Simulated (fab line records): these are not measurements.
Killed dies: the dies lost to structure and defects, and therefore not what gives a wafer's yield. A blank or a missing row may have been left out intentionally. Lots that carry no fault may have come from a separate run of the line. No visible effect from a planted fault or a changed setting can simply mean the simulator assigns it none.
A struck lot beside a sound one ; flow sky130 ; 15 steps out of a route of 708
Sound: these wafers, L194.1, L194.2, L194.4. Struck: wafers L198.1, L198.2, L198.5. Last of all comes the cause.
At each step with rows: each side's tool, then ch and its chambers, then its first start. Under that, the readings that differ: sound wafers ; struck wafers ; difference of the means ; sigmas: that difference in standard deviations of wafers without a fault.
alike: readings whose means differ by less than 2 such deviations, and words and numbers that are the same on both sides. not compared: withheld readings, readings that some wafer has no value for, bounds like >300 that may hide the same value, and numbers for which the record gives no deviation and whose values overlap.
Wherever a step has rows on one side only, a row that says differs or no value, or a row with sigmas, the two part there. Numbers that don't overlap but have no deviation are shown without sigmas and don't part them. A reading that every wafer of one side lacks parts them only if that side has two wafers or more.

first, 2 steps without rows for these wafers: SKY_NWELL_IMPLANT_12; SKY_NWELL_IMPLANT_13.
SKY_NWELL_STRIP_14: strips in O2/N2.
  sound on plasma-asher-04 ch 0,1, day 6 00:24; struck on plasma-asher-01 ch 0,1, day 6 20:48
  alike: drypump-motor-current-A, oes-product-au, strip-time-to-endpoint-s
  not compared: rf-hours-counter-h
SKY_NWELL_TW_MEAS_15:
  sound: film-metro-03 at day 6 00:30; struck: film-metro-04 at day 6 20:54
reading;sound;struck;difference;sigmas
NWELL_TW;1838 1820 1828;1802 1809 1814;-20;-2
then, 7 steps without rows for these wafers: SKY_NWELL_DEHYDRATE_16 (time 60 s); SKY_NWELL_HMDS_17 (prime time 60 s); SKY_NWELL_COAT_18 (resist thk 3000 nm); SKY_NWELL_SOFTBAKE_19; SKY_NWELL_EXPOSE_20 (exposes mask NWM COMPLEMENT, target cd 840 nm); SKY_NWELL_PEB_21; SKY_NWELL_DEVELOP_22 (develop time 60 s).
SKY_NWELL_OVL_MEAS_23:
  sound: overlay-02 at day 6 19:19; struck: overlay-01 at day 7 14:55
  alike: NWELL_01_OVL
SKY_NWELL_IMPLANT_24:
  sound on implanter-03 ch 0, day 6 19:21; struck on implanter-03 ch 0, day 7 14:56
reading;sound;struck;difference;sigmas
beam-energy-keV;139.98 140.05 140.00;142.26 142.22 142.23;+2.23;+57
model.implant.drp-nm (nm);95.47 95.47 95.47;96.04 96.04 96.04;+0.57;
SKY_NWELL_STRIP_25: strips in O2/N2.
  sound on plasma-asher-03 ch 0,1, day 6 19:30; struck on plasma-asher-01 ch 0,1, day 7 15:05
  alike: drypump-motor-current-A, oes-product-au, strip-time-to-endpoint-s
  not compared: rf-hours-counter-h
-- the record jumps here: 40 days lie between the struck wafers' starts before and after (it left off in module NWELL and takes up again in module PAD_OPEN, whose first step shown is number 708 of the route) --
SKY_PAD_OPEN_PROBE_99:
  sound: prober-02 at day 47 04:11; struck: prober-01 at day 48 02:56
  alike: killed_at_M0_to_M3, killed_at_M4_up, killed-at-contacts, killed-at-front-end, killed-at-other, killed-dies, killed-open, killed-short

## WHERE THEY PART
At SKY_NWELL_TW_MEAS_15 first; at SKY_NWELL_IMPLANT_24 last (within this record only). Later steps at which nothing parts them and some readings are alike: SKY_NWELL_STRIP_25, SKY_PAD_OPEN_PROBE_99.

WHY: what had been put in by the simulator
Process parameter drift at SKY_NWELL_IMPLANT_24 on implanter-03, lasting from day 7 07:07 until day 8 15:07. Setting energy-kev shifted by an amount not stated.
